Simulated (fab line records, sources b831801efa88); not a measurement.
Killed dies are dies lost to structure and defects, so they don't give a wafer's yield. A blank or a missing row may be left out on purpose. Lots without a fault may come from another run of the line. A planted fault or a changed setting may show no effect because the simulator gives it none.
Tool commonality check | flow sky130 | 10 lots, 33 wafers sampled

WHY IT WAS OPENED
At SKY_POLY_GATE_THK_MEAS_04 the reading POLY_GATE_CVD_03_THK is flagged on 1 of 10 lots. Wafers without a fault read 75.2 nm, standard deviation 0.73.
Rule: a lot is flagged when every wafer of it that has a number lies more than 4 standard deviations from that mean, or none has a number. The other lots count as sound.

lot  | measured     | on            | POLY_GATE_CVD_03_THK (nm), wafer by wafer | flag
L365 | day 15 05:11 | film_metro-03 | 75.2 74.5 75.0                            |
L366 | day 15 16:14 | film_metro-02 | 75.5 75.7 76.0                            |
L368 | day 16 11:03 | film_metro-03 | 75.8 75.6 75.1                            |
L369 | day 17 02:25 | film_metro-02 | 74.1 73.9 74.1                            |
L370 | day 17 02:25 | film_metro-01 | 74.9 74.7 75.1                            |
L372 | day 17 18:10 | film_metro-02 | 74.4 74.0 74.2                            |
L374 | day 18 13:04 | film_metro-02 | 75.6 75.7 75.9                            |
L380 | day 20 17:47 | film_metro-02 | 75.3 74.9 75.7                            |
L381 | day 21 08:14 | film_metro-03 | 80.0 79.9 79.6 79.8 80.0 79.5             | FLAGGED
L384 | day 22 00:26 | film_metro-03 | 74.8 75.5 75.6                            |
The numbers of the flagged lots are 79.8 nm on average: +4.6 nm against the usual, or +6 standard deviations.

WHICH TOOL RAN EACH LOT
The record holds 1 process step before the reading, out of a route of 708 steps. In each cell: the tool, then ch and the chambers that the sampled wafers went through, then the start.
lot  | flag    | SKY_POLY_GATE_CVD_03
L365 |         | lpcvd-02 ch 0, day 15 03:50
L366 |         | lpcvd-02 ch 1, day 15 14:52
L368 |         | lpcvd-02 ch 0, day 16 09:41
L369 |         | lpcvd-02 ch 1, day 17 01:03
L370 |         | lpcvd-02 ch 1, day 17 01:03
L372 |         | lpcvd-02 ch 0, day 17 16:48
L374 |         | lpcvd-02 ch 1, day 18 11:42
L380 |         | lpcvd-02 ch 0, day 20 16:25
L381 | FLAGGED | lpcvd-02 ch 0, day 21 06:53
L384 |         | lpcvd-02 ch 1, day 21 23:04
What these steps do:
- SKY_POLY_GATE_CVD_03: deposits Si3N4 from DCS/NH3, target thk 75 nm, time 1290 s.
- SKY_POLY_GATE_THK_MEAS_04

FLAGGED OVER TOTAL, TOOL BY TOOL (the gauges that took the reading come last)
step                      | tool          | lots run | flagged | share of the flagged lots | sound lots run after its first flagged lot
SKY_POLY_GATE_CVD_03      | lpcvd-02      | 10       | 1       | all                       | 1 (L384)
SKY_POLY_GATE_THK_MEAS_04 | film_metro-01 | 1        | 0       | none                      | -
SKY_POLY_GATE_THK_MEAS_04 | film_metro-02 | 5        | 0       | none                      | -
SKY_POLY_GATE_THK_MEAS_04 | film_metro-03 | 4        | 1       | all                       | 1 (L384)

WHAT THE TABLE ALLOWS
2 rows of the table ran every flagged lot: lpcvd-02 at SKY_POLY_GATE_CVD_03, film_metro-03 at SKY_POLY_GATE_THK_MEAS_04.
- lpcvd-02 at SKY_POLY_GATE_CVD_03: 1 of its 10 lots flagged. Sound lots ran on it after the first flagged one (L384), which a lasting fault on the whole tool wouldn't allow. Its own readings lie more than 4 standard deviations out on every wafer of the flagged lots: pressure_mtorr.
- film_metro-03 at SKY_POLY_GATE_THK_MEAS_04: 1 of its 4 lots flagged. Sound lots ran on it after the first flagged one (L384), which a lasting fault on the whole tool wouldn't allow.
No row of the table ran every flagged lot and no sound lot after the first.

WHAT THE SIMULATOR HAD PUT IN
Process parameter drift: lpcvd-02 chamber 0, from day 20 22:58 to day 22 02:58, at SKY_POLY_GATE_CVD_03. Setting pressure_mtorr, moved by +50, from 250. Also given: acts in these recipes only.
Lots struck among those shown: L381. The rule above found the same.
